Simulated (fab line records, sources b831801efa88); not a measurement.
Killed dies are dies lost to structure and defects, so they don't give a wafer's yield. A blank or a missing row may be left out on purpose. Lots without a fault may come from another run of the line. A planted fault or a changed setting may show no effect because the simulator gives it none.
Chamber matching | flow gf180mcu | GF_V2_CMP_26 on cmp-02: 4 sister chambers
The step polishes, stops on SiO2, t overpolish 15 s, target thk 0 nm. 24 wafers are shown with their chamber, then 12 later ones without.

WAFERS WITH THEIR CHAMBER
wafer  | chamber | motor_current_A (A) | time_to_endpoint_s (s) | overpolish_run_s (s)
L074.2 | 3       | 13.2                | 85.1                   | 14.981
L074.3 | 2       | 10.7                | 85.0                   | 15.001
L074.4 | 1       | 14.9                | 87.7                   | 15.002
L074.1 | 0       | 10.4                | 81.5                   | 14.989
L074.5 | 1       | 15.5                | 83.7                   | 15.001
L074.6 | 2       | 11.1                | 80.1                   | 14.986
L079.2 | 0       | 10.0                | 83.9                   | 14.988
L079.4 | 2       | 10.6                | 82.4                   | 15.018
L079.6 | 2       | 10.8                | 83.4                   | 15.000
L080.2 | 2       | 11.2                | 83.5                   | 15.010
L080.5 | 3       | 12.7                | 85.0                   | 14.998
L080.6 | 2       | 10.7                | 81.4                   | 15.010
L080.1 | 3       | 12.6                | 82.6                   | 15.002
L080.3 | 1       | 14.8                | 87.2                   | 15.003
L080.4 | 0       | 9.9                 | 82.7                   | 15.004
L081.2 | 0       | 9.1                 | 80.5                   | 14.993
L081.3 | 2       | 10.9                | 78.9                   | 14.998
L081.6 | 1       | 14.3                | 82.6                   | 14.996
L083.2 | 1       | 14.7                | 84.6                   | 14.999
L083.3 | 0       | 9.3                 | 84.3                   | 14.992
L083.6 | 2       | 10.5                | 83.3                   | 15.003
L084.1 | 2       | 11.1                | 87.2                   | 14.986
L084.2 | 0       | 10.3                | 84.0                   | 14.997
L084.3 | 3       | 12.4                | 86.2                   | 15.007

SIGNATURES (means of the wafers above)
reading            | chamber 0 | chamber 1 | chamber 2 | chamber 3 | scatter within a chamber
motor_current_A    | 9.833     | 14.840    | 10.844    | 12.725    | 0.386
time_to_endpoint_s | 82.817    | 85.160    | 82.800    | 84.725    | 2.1
overpolish_run_s   | 14.99383  | 15.00020  | 15.00133  | 14.99700  | 0.00866
Rule: a wafer's distance from a chamber is the root of the sum, over the readings, of the square of ((its reading less the chamber's mean) divided by the reading's scatter). The wafer belongs to the nearest chamber; if the next one is less than 2 further off, it can't be placed. The scatter: the root of (the sum of the squares of (reading less its chamber's mean) over the shown wafers, divided by (wafers less chambers)).

WAFERS WITHOUT THEIR CHAMBER
wafer  | motor_current_A (A) | time_to_endpoint_s (s) | overpolish_run_s (s)
L087.2 | 10.4                | 84.8                   | 14.998
L087.5 | 11.3                | 85.1                   | 14.993
L087.6 | 12.1                | 84.7                   | 15.002
L093.2 | 9.9                 | 86.3                   | 15.005
L093.4 | 15.2                | 90.9                   | 14.999
L093.5 | 9.9                 | 88.2                   | 15.002
L095.1 | 9.6                 | 87.2                   | 14.988
L095.3 | 11.1                | 89.2                   | 15.015
L095.6 | 13.0                | 87.0                   | 15.004
L097.1 | 11.1                | 87.8                   | 14.996
L097.5 | 12.4                | 89.5                   | 14.998
L097.6 | 9.6                 | 85.0                   | 15.002

WHICH CHAMBER EACH WENT THROUGH
wafer  | from the rows above          | in truth
L087.2 | can't be placed: 2 or 0      | 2
L087.5 | can't be placed: 2 or 3      | 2
L087.6 | can't be placed: 3 or 2      | 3
L093.2 | can't be placed: 0 or 2      | 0
L093.4 | 1                            | 1
L093.5 | can't be placed: 0 or 2      | 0
L095.1 | can't be placed: 0 or 2      | 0
L095.3 | can't be placed: 2 or 0 or 3 | 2
L095.6 | 3                            | 3
L097.1 | can't be placed: 2 or 0 or 3 | 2
L097.5 | 3                            | 3
L097.6 | can't be placed: 0 or 2      | 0
Placed correctly: 3 of 12. Can't be placed from these rows: 9 (the true chamber is among the candidates in 9). Placed wrongly: 0.
